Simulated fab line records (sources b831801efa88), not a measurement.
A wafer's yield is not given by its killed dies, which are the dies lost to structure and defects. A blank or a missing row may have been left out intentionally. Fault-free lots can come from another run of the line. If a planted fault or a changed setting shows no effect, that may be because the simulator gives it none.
Chamber matching | flow sfq-line | 4 sister chambers for SFQ_TRILAYER_I1_VIA_ETCH_VIA_ETCH_052 on rie-diel-03
The step etches SiO2 in CHF3, stops on Nb, target depth 260 nm. 7 wafers are shown with their chamber, then 6 later ones without.

## WAFERS PAIRED WITH THEIR CHAMBERS
wafer  | chamber | drypump-motor-current-A (A) | oes-product-au (a.u.)
L186.1 | 2       | 6.2                         | 0.850
L186.2 | 0       | 6.3                         | 0.846
L193.3 | 0       | 6.3                         | 0.850
L193.4 | 2       | 6.3                         | 0.855
L194.1 | 1       | 6.3                         | 0.862
L194.3 | 3       | 4.9                         | 0.863
L194.5 | 1       | 6.4                         | 0.852

## WAFERS WITHOUT THEIR CHAMBER
wafer  | drypump-motor-current-A (A) | oes-product-au (a.u.)
L200.1 | 6.2                         | 0.855
L200.3 | 4.9                         | 0.847
L200.4 | 6.3                         | 0.847
L203.1 | 6.2                         | 0.856
L203.3 | 6.3                         | 0.849
L203.4 | 6.3                         | 0.857

## CHAMBER TAKEN BY EACH
wafer  | from the rows above          | in truth
L200.1 | can't be placed: 2 or 0 or 1 | 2
L200.3 | 3                            | 3
L200.4 | can't be placed: 0 or 2      | 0
L203.1 | can't be placed: 2 or 0 or 1 | 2
L203.3 | can't be placed: 0 or 2 or 1 | 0
L203.4 | can't be placed: 1 or 2 or 0 | 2
Correctly placed: 1 of 6. Not placeable from these rows: 5 (in 5, the candidates include the true chamber). Placed wrongly: 0.
How it was worked out, from the rows above alone: a wafer's distance from a chamber is the root of the sum, over the readings, of the square of ((its reading less the chamber's mean) divided by the reading's scatter). The wafer belongs to the nearest chamber; if the next one is less than 2 further off, it can't be placed. For every chamber, the mean is computed from those of its wafers that are shown. The scatter: the root of (the sum of the squares of (reading less its chamber's mean) over the shown wafers, divided by (wafers less chambers)).
